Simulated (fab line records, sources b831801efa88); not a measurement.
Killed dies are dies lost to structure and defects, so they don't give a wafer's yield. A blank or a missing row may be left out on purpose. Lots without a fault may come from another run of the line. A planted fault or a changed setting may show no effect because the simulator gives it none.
fab line records | flow sky130
record lots=6 wafers=18 last_day=50
route steps=708 shown LOCAL_INTERCONNECT@394 CONTACT@406 METAL1@434 PAD_OPEN@708
lots that met no fault: from a run of the same line without faults
start_h: hours from the record's first day to the start of the lot's first wafer shown | wait_h: hours since the lot's step before | " the same as in the row above | L1.1+2: a row that stands for several wafers | - no value, or no start given | * or withheld: withheld | < > ~ a bound
route shown NAME@n: a module of which the file shows steps, and the number in the route of the first | usual: mean/standard deviation of fault-free wafers | same: alike in all rows | chamber/n: place in a boat | sites: the reading at each site | _std_site: their standard deviation | _edge_site: outer sites' mean less inner sites' | radius_mm: how far each site lies from the wafer's centre | mask NAME#n: copy n | behind: the tool/chamber that last shaped the wafer | hold: why the lot was held/for how many hours/how that ended | device: the transistor (n, p or np) that didn't switch | end of line: the same wafers' tests at the end of the route | a step without rows: its recipe alone | killed: dies lost to structure and defects at the first sort, not the wafer's yield | map: a wafer's dies, x killed, . not, _ none there
set.NAME: the setting as run; set.NAME@STEP: as run at that earlier step | model.NAME: the simulator's own value behind a step, which no gauge read
lots at some steps of the route; a table a step, a row a wafer
services: from which hour (start_h, from the record's first day; less than 0 if before it) a tool's chamber was out of use, for how many hours, and why
## steps
# step SKY_LOCAL_INTERCONNECT_SOFTBAKE_07
# recipe temp_c=100 time_s=90 resist=KrF-thick
# step SKY_LOCAL_INTERCONNECT_EXPOSE_08
# recipe mask_id=LI1M na=0.8 source_shape=annular sigma_inner=0.55 sigma_outer=0.85 target_cd_nm=170 dose_mj=28
# step SKY_LOCAL_INTERCONNECT_PEB_09
# recipe peb_temp_c=withheld peb_time_s=withheld resist=KrF-thick
# step SKY_LOCAL_INTERCONNECT_DEVELOP_10
# recipe develop_time_s=60 resist=KrF-thick dev_temp_c=21
# step SKY_LOCAL_INTERCONNECT_CD_MEAS_11
# recipe target_cd_nm=170
# usual cd_nm=169.6/1.6
# columns lot.wafer tool chamber start_h wait_h cd_nm
L658.1 cd_sem-01 - 709.16 - 172.7
L658.2 " - " " 171.6
L658.6 " - " " 172.6
L667.1 cd_sem-01 - 804.26 - 168.4
L667.3 " - " " 167.7
L667.5 " - " " 167.4
L668.3 cd_sem-02 - 804.50 - 169.9
L668.4 " - " " 170.4
L668.5 " - " " 169.4
L672.2 cd_sem-02 - 824.14 - 169.7
L672.3 " - " " 171.6
L672.4 " - " " 171.6
L677.2 cd_sem-01 - 856.13 - 166.5
L677.5 " - " " 168.9
L677.6 " - " " 167.4
L678.1 cd_sem-02 - 874.26 - 170.2
L678.3 " - " " 171.1
L678.6 " - " " 171.3
# step SKY_LOCAL_INTERCONNECT_OVL_MEAS_12
# usual LOCAL_INTERCONNECT_OVL=1/6.7
# columns lot.wafer tool chamber start_h wait_h LOCAL_INTERCONNECT_OVL[nm]
L658.1 overlay-02 - 709.28 0.1 14
L658.2 " - " " 9
L658.6 " - " " 7
L667.1 overlay-02 - 804.38 0.1 -9
L667.3 " - " " -6
L667.5 " - " " -10
L668.3 overlay-01 - 804.59 0.1 -2
L668.4 " - " " 5
L668.5 " - " " -4
L672.2 overlay-02 - 824.24 0.1 -1
L672.3 " - " " 3
L672.4 " - " " -4
L677.2 overlay-01 - 856.24 0.1 -9
L677.5 " - " " -7
L677.6 " - " " -4
L678.1 overlay-01 - 874.38 0.1 -3
L678.3 " - " " -4
L678.6 " - " " 6
# step SKY_LOCAL_INTERCONNECT_ETCH_13
# recipe chemistry=N2/H2 target=BARC ion_energy_ev=200 bias_w=100 pressure_mtorr=30 n2_flow_sccm=100 h2_flow_sccm=200 icp_w=500 stop_on=SiO2 time_s=45.9 target_depth_a=600
# usual drypump_motor_current_A=6.0/0.31 oes_product_au=0.854/0.0049 throttle_valve_pct=13.226/0.0086
# columns lot.wafer tool chamber start_h wait_h drypump_motor_current_A oes_product_au rf_hours_counter_h throttle_valve_pct
L658.1 rie_metal-01 0 709.31 0.0 5.4 0.842 8 13.216
L658.2 " 1 " " 6.0 0.854 12 13.216
L658.6 " 1 " " 6.0 0.857 - 13.226
L667.1 rie_metal-02 0 804.42 0.0 6.0 0.857 4 13.226
L667.3 " 1 " " 6.4 0.855 - 13.238
L667.5 " 0 " " 6.0 0.854 - 13.214
L668.3 rie_metal-04 0 804.66 0.1 5.8 0.855 - 13.219
L668.4 " 0 " " 5.8 0.860 - 13.228
L668.5 " 0 " " 5.8 0.850 - 13.238
L672.2 rie_metal-02 1 824.27 0.0 6.5 0.850 7 13.229
L672.3 " 0 " " 6.0 0.849 - 13.241
L672.4 " 1 " " 6.5 0.852 - 13.234
L677.2 rie_metal-02 0 856.27 0.0 6.0 0.848 7 13.217
L677.5 " 1 " " 6.5 0.843 - 13.233
L677.6 " 0 " " 6.0 0.858 - 13.229
L678.1 rie_metal-04 1 874.42 0.0 5.9 0.857 16 13.222
L678.3 " 0 " " 5.8 0.849 - 13.229
L678.6 " 1 " " 5.9 0.855 - 13.218
# step SKY_LOCAL_INTERCONNECT_METAL_ETCH_14
# recipe target_depth_nm=110 stop_on=PSG chemistry=Cl2/BCl3 target=TiN resist_sidewall_deg=88 pressure_mtorr=10 icp_w=900 bias_w=48.5 Cl2_flow_sccm=60 bcl3_flow_sccm=30 time_s=31.4
# step SKY_LOCAL_INTERCONNECT_STRIP_15
# recipe chemistry=O2/N2 power_w=1400 pressure_mtorr=1500 platen_temp_c=withheld o2_flow_sccm=3000 n2_flow_sccm=300 overash_fraction=0.5
# step SKY_LOCAL_INTERCONNECT_STRIP_16
# recipe chemistry=post_etch_residue_remover time_s=1200 temp_c=72.5
# step SKY_LOCAL_INTERCONNECT_CLEAN_17
# recipe chemistry=IPA time_s=180 temp_c=25
# step SKY_LOCAL_INTERCONNECT_CLEAN_18
# recipe chemistry=O3/DIW dry=n2_spin
# step SKY_CONTACT_CVD_00
# recipe material=Si3N4 target_thk_nm=75 temp_c=400 time_s=withheld rf_w=450
# usual heater_power_w=713/110
# columns lot.wafer tool chamber start_h wait_h heater_power_w
L658.1 pecvd-04 0 710.03 0.0 714
L658.2 " 2 " " 641
L658.6 " 0 " " 722
L667.1 pecvd-02 1 805.21 0.0 924
L667.3 " 0 " " 667
L667.5 " 1 " " 918
L668.3 pecvd-04 1 805.46 0.0 659
L668.4 " 0 " " 729
L668.5 " 2 " " 681
L672.2 pecvd-02 2 824.98 0.0 517
L672.3 " 2 " " 506
L672.4 " 0 " " 591
L677.2 pecvd-02 1 857.01 0.0 954
L677.5 " 0 " " 592
L677.6 " 1 " " 916
L678.1 pecvd-01 0 875.14 0.0 807
L678.3 " 2 " " 809
L678.6 " 1 " " 650
# step SKY_CONTACT_THK_MEAS_01
# recipe reads=Si3N4_of_CONTACT_CVD_00
# usual CONTACT_CVD_00_THK=75.1/0.97
# columns lot.wafer tool chamber start_h wait_h CONTACT_CVD_00_THK[nm]
L658.1 film_metro-03 - 710.07 - 76.2
L658.2 " - " " 74.9
L658.6 " - " " 77.6
L667.1 film_metro-02 - 805.26 - 73.5
L667.3 " - " " 75.3
L667.5 " - " " 74.9
L668.3 film_metro-02 - 805.51 - 75.0
L668.4 " - " " 75.5
L668.5 " - " " 75.9
L672.2 film_metro-04 - 825.04 - 74.5
L672.3 " - " " 75.9
L672.4 " - " " 74.3
L677.2 film_metro-04 - 857.07 - 74.4
L677.5 " - " " 75.5
L677.6 " - " " 74.3
L678.1 film_metro-02 - 875.17 - 74.3
L678.3 " - " " 75.6
L678.6 " - " " 75.6
# step SKY_CONTACT_HDPCVD_02
# recipe material=SiO2 target_thk_nm=565 sigma_open_frac=0.3 time_s=94.2 temp_c=600 sih4_flow_sccm=60 pressure_mtorr=6
# step SKY_CONTACT_THK_MEAS_03
# recipe reads=SiO2_of_CONTACT_HDPCVD_02
# usual CONTACT_HDPCVD_THK=567/7.7
# columns lot.wafer tool chamber start_h wait_h CONTACT_HDPCVD_THK[nm]
L658.1 film_metro-04 - 710.20 0.0 561
L658.2 " - " " 566
L658.6 " - " " 566
L667.1 film_metro-04 - 805.39 0.0 565
L667.3 " - " " 558
L667.5 " - " " 568
L668.3 film_metro-03 - 805.64 0.1 580
L668.4 " - " " 576
L668.5 " - " " 570
L672.2 film_metro-03 - 825.17 0.0 562
L672.3 " - " " 568
L672.4 " - " " 567
L677.2 film_metro-03 - 857.20 0.0 554
L677.5 " - " " 557
L677.6 " - " " 567
L678.1 film_metro-03 - 875.30 0.0 562
L678.3 " - " " 565
L678.6 " - " " 574
# step SKY_CONTACT_CMP_04
# recipe material=SiO2 down_force_psi=4 platen_rpm=60 pad_velocity_m_s=0.94248
# usual head_pressure_psi=4.000/0.0089 motor_current_A=12.3/1.3 time_to_endpoint_s=84/4.5
# columns lot.wafer tool chamber start_h wait_h head_pressure_psi motor_current_A time_to_endpoint_s
L658.2 cmp-01 0 710.26 0.0 3.985 13.1 86
L658.1 " 2 " " 3.996 10.1 80
L658.6 " 1 " " 3.989 13.3 77
L667.3 cmp-01 2 805.55 0.1 3.992 9.8 83
L667.1 " 3 " " 4.008 11.4 93
L667.5 " 1 " " 3.995 13.2 88
L668.4 cmp-02 2 805.68 0.0 4.002 12.3 88
L668.3 " 1 " " 3.992 13.6 88
L668.5 " 2 " " 4.000 12.2 86
L672.3 cmp-02 3 825.22 0.0 4.005 11.3 83
L672.4 " 0 " " 3.992 12.6 86
L672.2 " 2 " " 3.994 12.3 84
L677.2 cmp-01 2 857.35 0.1 3.997 10.2 82
L677.5 " 0 " " 3.989 12.4 85
L677.6 " 1 " " 3.988 13.7 86
L678.3 cmp-02 2 875.36 0.0 3.999 12.5 78
L678.1 " 0 " " 3.995 12.6 83
L678.6 " 2 " " 4.007 11.8 85
# step SKY_CONTACT_BOW_MEAS_05
# recipe mode=bow
# usual CONTACT_BOW=80/6.7
# columns lot.wafer tool chamber start_h wait_h CONTACT_BOW[um]
L658.1 film_metro-02 - 710.56 0.1 86
L658.2 " - " " 78
L658.6 " - " " 85
L667.1 film_metro-04 - 805.75 0.1 88
L667.3 " - " " 76
L667.5 " - " " 85
L668.3 film_metro-03 - 806.02 0.1 77
L668.4 " - " " 75
L668.5 " - " " 88
L672.2 film_metro-03 - 825.54 0.1 61
L672.3 " - " " 71
L672.4 " - " " 81
L677.2 film_metro-04 - 857.57 0.2 86
L677.5 " - " " 84
L677.6 " - " " 81
L678.1 film_metro-02 - 875.66 0.1 84
L678.3 " - " " 88
L678.6 " - " " 87
# step SKY_CONTACT_DEHYDRATE_06
# recipe temp_c=200 time_s=60
# step SKY_CONTACT_HMDS_07
# recipe prime_time_s=60 prime_temp_c=120
# step SKY_CONTACT_COAT_08
# recipe resist=BARC temp_c=withheld time_s=withheld spin_rpm=3000 resist_thk_nm=60
# step SKY_CONTACT_COAT_09
# recipe resist=KrF-thick spin_rpm=3000 resist_thk_nm=450
# step SKY_CONTACT_SOFTBAKE_10
# recipe temp_c=100 time_s=90 resist=KrF-thick
# step SKY_CONTACT_EXPOSE_11
# recipe mask_id=CTM1 na=0.8 source_shape=annular sigma_inner=0.55 sigma_outer=0.85 target_cd_nm=170 dose_mj=38
# step SKY_CONTACT_PEB_12
# recipe peb_temp_c=withheld peb_time_s=withheld resist=KrF-thick
# step SKY_CONTACT_DEVELOP_13
# recipe develop_time_s=60 resist=KrF-thick dev_temp_c=21
# step SKY_CONTACT_CD_MEAS_14
# recipe target_cd_nm=170
# usual cd_nm=170.2/1.5
# columns lot.wafer tool chamber start_h wait_h cd_nm
L658.1 cd_sem-01 - 737.31 - 168.9
L658.2 " - " " 168.7
L658.6 " - " " 168.4
L667.1 cd_sem-01 - 831.90 - 166.7
L667.3 " - " " 167.5
L667.5 " - " " 169.2
L668.3 cd_sem-02 - 832.70 - 171.4
L668.4 " - " " 170.4
L668.5 " - " " 170.6
L672.2 cd_sem-02 - 851.87 - 170.7
L672.3 " - " " 168.9
L672.4 " - " " 169.0
L677.2 cd_sem-01 - 883.28 - 171.6
L677.5 " - " " 172.6
L677.6 " - " " 171.6
L678.1 cd_sem-02 - 900.86 - 171.0
L678.3 " - " " 170.4
L678.6 " - " " 168.6
# step SKY_CONTACT_OVL_MEAS_15
# usual CONTACT_OVL=0/5.8
# columns lot.wafer tool chamber start_h wait_h CONTACT_OVL[nm]
L658.1 overlay-01 - 737.43 0.1 1
L658.2 " - " " 6
L658.6 " - " " 7
L667.1 overlay-01 - 832.02 0.1 11
L667.3 " - " " 14
L667.5 " - " " 12
L668.3 overlay-02 - 832.79 0.1 -7
L668.4 " - " " -3
L668.5 " - " " -2
L672.2 overlay-02 - 851.98 0.1 -5
L672.3 " - " " -2
L672.4 " - " " -5
L677.2 overlay-02 - 883.39 0.1 10
L677.5 " - " " -1
L677.6 " - " " 9
L678.1 overlay-01 - 900.98 0.1 1
L678.3 " - " " -5
L678.6 " - " " -3
# step SKY_CONTACT_ETCH_16
# recipe chemistry=N2/H2 target=BARC ion_energy_ev=200 source_w=500 bias_w=100 pressure_mtorr=30 n2_flow_sccm=100 h2_flow_sccm=200 stop_on=SiO2 time_s=45.9 target_depth_a=600
# step SKY_CONTACT_ETCH_17
# recipe target=SiO2 chemistry=C4F8/O2/Ar stop_on=Si3N4 mask_material=KrF-thick source_w=1500 bias_w=1200 pressure_mtorr=40 c4f8_flow_sccm=withheld O2_flow_sccm=6 Ar_flow_sccm=300 time_s=withheld target_depth_a=3400
# usual oes_product_au=0.891/0.0053
# columns lot.wafer tool chamber start_h wait_h oes_product_au
L658.1 rie_diel-02 0 737.51 0.0 0.885
L658.2 " 3 " " 0.891
L658.6 " 2 " " 0.890
L667.1 rie_diel-03 0 832.10 0.0 0.901
L667.3 " 1 " " 0.880
L667.5 " 2 " " 0.890
L668.3 rie_diel-02 1 832.86 0.0 0.896
L668.4 " 0 " " 0.895
L668.5 " 0 " " 0.887
L672.2 rie_diel-04 3 852.05 0.0 0.885
L672.3 " 1 " " 0.891
L672.4 " 0 " " 0.882
L677.2 rie_diel-03 3 883.46 0.0 0.899
L677.5 " 1 " " 0.903
L677.6 " 0 " " 0.886
L678.1 rie_diel-03 3 901.06 0.0 0.888
L678.3 " 2 " " 0.887
L678.6 " 0 " " 0.886
# step SKY_CONTACT_ETCH_18
# recipe target=Si3N4 chemistry=CHF3/O2 stop_on=TiN source_w=600 bias_w=200 pressure_mtorr=40 chf3_flow_sccm=50 O2_flow_sccm=5 time_s=39 target_depth_a=750
# usual O2_flow_sccm=5.003/0.016 chf3_flow_sccm=50.01/0.15 drypump_motor_current_A=5.8/0.36 oes_product_au=0.855/0.0084 throttle_valve_pct=8.793/0.0086
# columns lot.wafer tool chamber start_h wait_h O2_flow_sccm chf3_flow_sccm drypump_motor_current_A oes_product_au rf_hours_counter_h throttle_valve_pct
L658.1 rie_diel-02 0 - - 4.996 50.01 5.3 0.868 9 8.787
L658.2 " 3 " " 4.993 49.98 5.6 0.864 7 8.801
L658.6 " 2 " " 4.963 50.08 6.0 0.875 - 8.788
L667.1 rie_diel-03 0 - - 5.033 49.84 5.5 0.838 11 8.803
L667.3 " 1 " " 4.997 49.96 5.6 0.862 15 8.793
L667.5 " 2 " " 5.005 49.94 6.2 0.858 - 8.793
L668.3 rie_diel-02 1 - - 4.970 50.03 6.2 0.856 12 8.778
L668.4 " 0 " " 5.002 50.06 5.3 0.855 11 8.807
L668.5 " 0 " " 4.991 49.77 5.3 0.860 - 8.793
L672.2 rie_diel-04 3 - - 5.005 49.96 5.8 0.846 21 8.775
L672.3 " 1 " " 4.996 50.26 5.2 0.864 10 8.804
L672.4 " 0 " " 5.007 50.11 6.0 0.848 12 8.790
L677.2 rie_diel-03 3 - - 5.025 50.24 5.3 0.852 12 8.795
L677.5 " 1 " " 4.983 50.10 5.6 0.853 - 8.806
L677.6 " 0 " " 4.991 50.13 5.5 0.846 - 8.794
L678.1 rie_diel-03 3 - - 5.015 49.85 5.2 0.850 12 8.793
L678.3 " 2 " " 4.988 50.06 6.2 0.864 10 8.787
L678.6 " 0 " " 4.998 50.08 5.5 0.860 - 8.786
# step SKY_CONTACT_STRIP_19
# recipe chemistry=O2/N2 power_w=1400 pressure_mtorr=1500 platen_temp_c=withheld o2_flow_sccm=3000 n2_flow_sccm=300 overash_fraction=0.5
# step SKY_CONTACT_STRIP_20
# recipe chemistry=post_etch_residue_remover time_s=1200 temp_c=72.5
# step SKY_CONTACT_CLEAN_21
# recipe chemistry=IPA time_s=180 temp_c=25
# step SKY_CONTACT_CLEAN_22
# recipe chemistry=O3/DIW dry=n2_spin
# step SKY_CONTACT_SPUTTER_23
# recipe material=TiN target_thk_nm=20 chamber_pressure_pa=5 power_w=4000 time_s=80
# step SKY_CONTACT_CVD_24
# recipe material=W target_thk_nm=340 time_s=102.12 temp_c=400 pressure_torr=40
# usual chamber_pressure_Torr=40.02/0.085 heater_power_w=868/57
# columns lot.wafer tool chamber start_h wait_h chamber_pressure_Torr heater_power_w
L658.1 cvd_w-02 0 738.25 0.0 40.02 790
L658.2 " 0 " " 39.96 807
L658.6 " 0 " " 39.91 800
L667.1 cvd_w-01 1 832.87 0.0 40.02 840
L667.3 " 0 " " 39.96 893
L667.5 " 0 " " 39.97 893
L668.3 cvd_w-02 1 833.64 0.1 40.14 972
L668.4 " 0 " " 40.09 800
L668.5 " 1 " " 40.07 955
L672.2 cvd_w-02 0 852.88 0.0 39.92 814
L672.3 " 1 " " 40.21 911
L672.4 " 0 " " 39.97 789
L677.2 cvd_w-02 1 884.22 0.0 40.13 938
L677.5 " 1 " " 40.03 932
L677.6 " 0 " " 39.98 798
L678.1 cvd_w-02 1 901.83 0.0 39.99 962
L678.3 " 1 " " 40.05 946
L678.6 " 1 " " 39.92 943
# step SKY_CONTACT_RS_MEAS_25
# recipe thk_meas_gauge=four-point-probe reads=W_of_CONTACT_CVD_24+TiN_of_CONTACT_SPUTTER_23
# usual CONTACT_W_RS=0.338/0.0032
# columns lot.wafer tool chamber start_h wait_h CONTACT_W_RS[ohm/sq]
L658.1 film_metro-02 - 738.47 0.2 0.342
L658.2 " - " " 0.338
L658.6 " - " " 0.339
L667.1 film_metro-04 - 832.98 0.1 0.334
L667.3 " - " " 0.330
L667.5 " - " " 0.330
L668.3 film_metro-04 - 833.76 0.1 0.338
L668.4 " - " " 0.338
L668.5 " - " " 0.337
L672.2 film_metro-04 - 853.01 0.1 0.338
L672.3 " - " " 0.341
L672.4 " - " " 0.342
L677.2 film_metro-04 - 884.35 0.1 0.339
L677.5 " - " " 0.335
L677.6 " - " " 0.336
L678.1 film_metro-03 - 901.94 0.1 0.339
L678.3 " - " " 0.336
L678.6 " - " " 0.336
# step SKY_CONTACT_THK_MEAS_26
# recipe thk_meas_gauge=xrf reads=W_of_CONTACT_CVD_24
# usual CONTACT_W_THK=349/5
# columns lot.wafer tool chamber start_h wait_h CONTACT_W_THK[nm]
L658.1 film_metro-02 - 738.59 0.1 340
L658.2 " - " " 343
L658.6 " - " " 344
L667.1 film_metro-04 - 833.10 0.1 359
L667.3 " - " " 363
L667.5 " - " " 361
L668.3 film_metro-04 - 833.86 0.1 351
L668.4 " - " " 352
L668.5 " - " " 353
L672.2 film_metro-04 - 853.12 0.1 347
L672.3 " - " " 345
L672.4 " - " " 342
L677.2 film_metro-04 - 884.46 0.1 349
L677.5 " - " " 355
L677.6 " - " " 351
L678.1 film_metro-03 - 902.06 0.1 350
L678.3 " - " " 355
L678.6 " - " " 355
# step SKY_CONTACT_CMP_27
# recipe stop_on=SiO2 t_overpolish_s=15 down_force_psi=3.5 platen_rpm=60 target_thk_nm=0 pad_velocity_m_s=0.94248
# step SKY_METAL1_SPUTTER_00
# recipe material=Ti target_thk_nm=15 power_w=3000 time_s=10 chamber_pressure_pa=0.4
# step SKY_METAL1_SPUTTER_01
# recipe material=TiN target_thk_nm=20 power_w=6500 time_s=16.7 chamber_pressure_pa=0.4
# step SKY_PAD_OPEN_PROBE_99
# usual killed_at_M0_to_M3=43/6.8 killed_at_M4_up=3.0/1.8 killed_at_contacts=23/5.4 killed_at_front_end=15/4.4 killed_at_other=0.3/0.51 killed_dies=85/9.2 killed_open=47/6.8 killed_short=39/6.8
# same gross_dies=492 killed_at_back_side=0
# columns lot.wafer tool chamber start_h wait_h hold killed_at_M0_to_M3 killed_at_M4_up killed_at_contacts killed_at_front_end killed_at_other killed_dies killed_open killed_short
L658.1 prober-02 - 1075.02 0.1 - 45 2 32 14 1 94 55 39
L658.2 prober-02 - 1075.07 0.1 - 55 1 26 20 0 102 53 49
L658.6 prober-02 - 1075.27 0.2 - 41 1 28 11 1 82 40 42
L667.1 prober-02 - 1145.92 0.1 - 58 5 17 18 0 98 55 43
L667.3 prober-02 - 1146.02 0.2 - 50 4 26 15 0 95 42 53
L667.5 prober-02 - 1146.12 0.2 - 54 1 17 13 0 85 50 35
L668.3 prober-01 - 1147.17 0.2 - 43 1 22 25 0 91 48 43
L668.4 prober-01 - 1147.22 0.2 - 38 4 26 18 0 86 43 43
L668.5 prober-01 - 1147.27 0.2 - 46 1 24 13 0 84 46 38
L672.2 prober-02 - 1162.83 0.1 await_dispo/2.4h/release 41 5 61 16 1 124 48 34
L672.3 prober-02 - 1162.88 0.2 await_dispo/2.4h/release 32 1 65 18 0 116 40 31
L672.4 prober-02 - 1162.93 0.2 await_dispo/2.4h/release 36 2 53 25 0 116 49 35
L677.2 prober-01 - 1183.41 0.1 await_dispo/4.2h/release 36 6 54 20 0 116 42 50
L677.5 prober-01 - 1183.56 0.2 await_dispo/4.2h/release 32 7 68 9 0 116 33 43
L677.6 prober-01 - 1183.61 0.2 await_dispo/4.2h/release 35 2 43 13 0 93 38 33
L678.1 prober-02 - 1191.54 0.1 - 51 2 19 18 0 90 56 34
L678.3 prober-02 - 1191.64 0.2 - 34 0 23 21 0 78 45 33
L678.6 prober-02 - 1191.79 0.2 - 46 3 21 7 0 77 41 36
# killed by level:class
L658.1 VIA1:geometric_particle:open=12 CONTACT:geometric_particle:open=10 LI_CONTACT:geometric_particle:open=10 VIA2:geometric_particle:open=6 CONTACT:geometric_particle:short=5 METAL2:geometric_particle:short=5 VIA3:geometric_particle:open=5 FIELD_ISO:geometric_particle:open=4
L658.2 VIA1:geometric_particle:open=17 METAL2:geometric_particle:short=9 LI_CONTACT:geometric_particle:open=7 CONTACT:geometric_particle:open=7 METAL1:geometric_particle:short=6 VIA2:geometric_particle:open=6 FIELD_ISO:geometric_particle:short=5 FIELD_ISO:geometric_particle:open=5
L658.6 METAL2:geometric_particle:short=12 VIA1:geometric_particle:open=10 CONTACT:geometric_particle:open=9 LI_CONTACT:geometric_particle:open=8 LI_CONTACT:geometric_particle:short=5 VIA1:geometric_particle:short=5 POLY_GATE:geometric_particle:open=4 LOCAL_INTERCONNECT:geometric_particle:short=4
L667.1 VIA1:geometric_particle:open=16 VIA2:geometric_particle:open=13 FIELD_ISO:geometric_particle:open=9 VIA1:geometric_particle:short=7 METAL1:geometric_particle:short=5 LOCAL_INTERCONNECT:geometric_particle:short=5 VIA3:geometric_particle:open=5 METAL2:geometric_particle:short=5
L667.3 VIA1:geometric_particle:open=13 METAL1:geometric_particle:short=8 LI_CONTACT:geometric_particle:open=7 CONTACT:geometric_particle:short=7 VIA1:geometric_particle:short=7 METAL2:geometric_particle:short=6 VIA2:geometric_particle:open=6 LOCAL_INTERCONNECT:geometric_particle:short=5
L667.5 VIA1:geometric_particle:open=16 VIA1:geometric_particle:short=7 CONTACT:geometric_particle:short=5 CONTACT:geometric_particle:open=5 VIA2:geometric_particle:short=5 VIA2:geometric_particle:open=5 VIA3:geometric_particle:open=5 METAL1:geometric_particle:short=4
L668.3 VIA3:geometric_particle:open=10 CONTACT:geometric_particle:short=8 POLY_GATE:geometric_particle:open=7 POLY_GATE:geometric_particle:short=6 VIA2:geometric_particle:open=6 CONTACT:geometric_particle:open=6 METAL1:geometric_particle:short=5 VIA1:geometric_particle:open=5
L668.4 VIA1:geometric_particle:open=10 CONTACT:geometric_particle:open=8 POLY_GATE:geometric_particle:short=7 CONTACT:geometric_particle:short=7 LI_CONTACT:geometric_particle:open=7 POLY_GATE:geometric_particle:open=5 METAL1:geometric_particle:short=5 METAL2:geometric_particle:short=5
L668.5 LI_CONTACT:geometric_particle:open=10 VIA2:geometric_particle:open=10 VIA1:geometric_particle:open=8 METAL1:geometric_particle:short=7 CONTACT:geometric_particle:open=6 POLY_GATE:geometric_particle:short=5 METAL3:geometric_particle:short=5 LOCAL_INTERCONNECT:geometric_particle:short=4
L672.2 CONTACT:unspecified=42 VIA1:geometric_particle:open=18 CONTACT:geometric_particle:open=8 FIELD_ISO:geometric_particle:short=6 VIA2:geometric_particle:open=6 FIELD_ISO:geometric_particle:open=5 LI_CONTACT:geometric_particle:open=5 VIA1:geometric_particle:short=5
L672.3 CONTACT:unspecified=45 VIA1:geometric_particle:open=9 LI_CONTACT:geometric_particle:open=7 FIELD_ISO:geometric_particle:open=6 CONTACT:geometric_particle:open=6 LOCAL_INTERCONNECT:geometric_particle:short=5 FIELD_ISO:geometric_particle:short=4 VIA1:geometric_particle:short=4
L672.4 CONTACT:unspecified=32 VIA1:geometric_particle:open=11 CONTACT:geometric_particle:open=9 FIELD_ISO:geometric_particle:short=6 CONTACT:geometric_particle:short=6 VIA1:geometric_particle:short=6 POLY_GATE:geometric_particle:open=5 VIA3:geometric_particle:open=5
L677.2 CONTACT:unspecified=24 CONTACT:geometric_particle:open=11 FIELD_ISO:geometric_particle:short=9 METAL2:geometric_particle:short=8 LI_CONTACT:geometric_particle:open=7 VIA3:geometric_particle:open=7 VIA1:geometric_particle:short=6 LOCAL_INTERCONNECT:geometric_particle:short=5
L677.5 CONTACT:unspecified=40 CONTACT:geometric_particle:open=12 VIA1:geometric_particle:open=9 CONTACT:geometric_particle:short=8 METAL2:geometric_particle:short=6 METAL4:geometric_particle:short=6 LOCAL_INTERCONNECT:geometric_particle:short=4 VIA1:geometric_particle:short=4
L677.6 CONTACT:unspecified=22 VIA1:geometric_particle:open=8 CONTACT:geometric_particle:open=7 LI_CONTACT:geometric_particle:open=6 METAL2:geometric_particle:short=6 FIELD_ISO:geometric_particle:short=5 FIELD_ISO:geometric_particle:open=5 METAL1:geometric_particle:short=4
L678.1 VIA1:geometric_particle:open=16 CONTACT:geometric_particle:open=11 VIA2:geometric_particle:open=7 VIA1:geometric_particle:short=6 FIELD_ISO:geometric_particle:open=5 POLY_GATE:geometric_particle:open=5 POLY_GATE:geometric_particle:short=5 LI_CONTACT:geometric_particle:open=5
L678.3 CONTACT:geometric_particle:open=8 VIA1:geometric_particle:open=7 FIELD_ISO:geometric_particle:short=6 LI_CONTACT:geometric_particle:open=5 VIA2:geometric_particle:open=5 VIA2:geometric_particle:short=5 FIELD_ISO:geometric_particle:open=4 POLY_GATE:geometric_particle:short=4
L678.6 VIA1:geometric_particle:open=9 VIA1:geometric_particle:short=8 METAL2:geometric_particle:short=8 CONTACT:geometric_particle:open=7 VIA2:geometric_particle:open=6 VIA3:geometric_particle:open=6 METAL1:geometric_particle:short=5 LI_CONTACT:geometric_particle:open=5
# map L672.2 (x killed, . not)
__________x..x...x.._________
________...x........x._______
______...x....x..x......_____
_____.........x..........____
____.x...x................___
___xx.....xx...x......xx...__
__.................x......x._
_.x.xxx...x.x...........xx.xx
_...x.......x...........x.x.x
_.xx........x.............x..
_............x..x.x.....xx...
_..........x..xx.............
_.x..............x..x........
_..............x.x..x.x.....x
_x...x.....xx.............xx.
__x.........xxxxxx.........._
___.........xxxxxx.x..x....__
____x.x...xxxxxxxx.x.x....___
_____.....xxxxxxxxx..xx..____
______...xxxxxxxxxx.x.x._____
________...xxxxxxx...x_______
__________...xxx..xx_________
# map L677.2 (x killed, . not)
__________.........._________
________...x....x..xx._______
______.xx..............._____
_____.x.xx..xx....xx.x...____
____......x..xx..x...x.x..___
___..........x...........x.__
__...x.............x......x._
_...x.......xxx.........x....
_x...x.x....xx.x.............
_................x.x.x...xx..
_..........x.......x.....x...
_..x..x....x.....xx..x.......
_..x.......xxx.x......x...x..
_x...xx.xx.x...x..xx.x....x..
_.....x..................x.x.
__x....x...............x..x._
___..x...x...xx......x.....__
____..x..........x........___
_____x..xx.x..x.xxx......____
______...x.xxxxx.x......_____
________.x.xxxxxxxxx.._______
__________xxxxxxxx.x_________
## services
# columns tool chamber start_h hours kind
cmp-02 - 687.67 6.2 pm
rie_diel-03 3 688.97 2.4 repair
cvd_w-02 - 691.08 3.8 pm
rie_diel-02 3 693.94 4.8 repair
cmp-02 - 699.98 1.5 repair
cmp-01 - 721.35 2.6 repair
cvd_w-02 1 729.22 15.3 repair
cmp-02 - 744.39 4.0 pm
rie_diel-03 3 772.54 88.9 repair
pecvd-02 0 776.83 11.1 repair
rie_diel-02 1 786.48 2.8 repair
cmp-01 - 786.86 0.5 repair
pecvd-02 2 790.19 17.4 repair
rie_diel-03 - 799.09 0.5 repair
rie_metal-02 - 800.29 2.8 pm
rie_diel-03 0 802.10 3.3 repair
rie_diel-02 0 804.82 5.1 repair
rie_diel-02 2 810.96 9.2 repair
cvd_w-02 0 816.31 1.5 repair
pecvd-02 - 828.40 1.2 repair
cvd_w-02 - 850.58 0.3 repair
cmp-02 - 850.60 3.4 repair
cmp-02 - 861.63 4.1 pm
cmp-01 - 867.69 3.2 pm
## key
first_sign step=SKY_PAD_OPEN_PROBE_99 reading=killed_at_contacts direction=up sigmas=6.2 usual=23 struck=57
effect step=SKY_PAD_OPEN_PROBE_99 reading=killed_dies direction=up sigmas=3.1 usual=85 struck=114
met_at SKY_CONTACT_CVD_00
struck_wafers L672.2,L672.3,L672.4,L677.2,L677.5,L677.6
tester_left_out L672,L677
onset_between 805.21 824.98
also_fits SKY_LOCAL_INTERCONNECT_ETCH_13:rie_metal-02
fault kind=chamber_particle_source tool=pecvd-02 chamber=- onset_h=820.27 steps=SKY_CONTACT_CVD_00 rate_per_visit_cm2=0.45607 end_h=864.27
# tester_left_out: of these lots the tester's yield and bins aren't shown, on N5 and GAA mostly nor the transistor test; their killed dies are dies lost to structure and defects alone, not to doping, threshold or leakage, so they don't give the yield
